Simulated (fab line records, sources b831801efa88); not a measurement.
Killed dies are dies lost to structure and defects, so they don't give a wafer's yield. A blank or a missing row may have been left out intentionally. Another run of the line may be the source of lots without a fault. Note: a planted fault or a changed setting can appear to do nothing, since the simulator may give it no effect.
Chamber matching | flow gf180mcu | GF_V1_ETCH_16 on rie diel-03 has 4 sister chambers
The step etches BARC in N2/H2. 7 wafers are shown with their chamber, then 8 later ones without.

## WAFERS PAIRED WITH THEIR CHAMBERS
wafer  | chamber | drypump motor current A (A) | chamber pressure mTorr (mTorr)
L082.6 | 2       | 5.5                         | 30.041
L085.1 | 0       | 6.5                         | 30.069
L085.3 | 3       | 5.8                         | 29.999
L088.4 | 1       | 5.2                         | 29.996
L088.5 | 3       | 5.8                         | 30.050
L088.6 | 2       | 5.5                         | 29.997
L090.2 | 1       | 5.3                         | 29.983

## WAFERS WITH NO CHAMBER GIVEN
wafer  | drypump motor current A (A) | chamber pressure mTorr (mTorr)
L090.3 | 5.5                         | 29.998
L090.6 | 5.3                         | 29.977
L091.3 | 6.5                         | 29.984
L091.5 | 5.9                         | 29.961
L091.6 | 5.6                         | 30.014
L096.2 | 5.5                         | 29.999
L096.4 | 5.2                         | 30.028
L096.5 | 5.5                         | 30.039

## EACH ONE'S CHAMBER
wafer  | from the rows above | in truth
L090.3 | 2                   | 2
L090.6 | 1                   | 1
L091.3 | 0                   | 0
L091.5 | 3                   | 3
L091.6 | 2                   | 2
L096.2 | 2                   | 2
L096.4 | 1                   | 1
L096.5 | 2                   | 2
Placed correctly: 8 of 8. Left unplaced by these rows: 0. 0 placed wrongly.
How it was worked out, from the rows above alone: a wafer's distance from a chamber is the root of the sum, over the readings, of the square of ((its reading less the chamber's mean) divided by the reading's scatter). If the next closest chamber is less than 2 further off than the closest, the wafer can't be placed; otherwise it belongs to the closest. A chamber's mean is the mean of its shown wafers. The scatter is the square root of a quotient: the sum, over the shown wafers, of each reading's squared deviation from its chamber's mean, divided by wafers minus chambers.
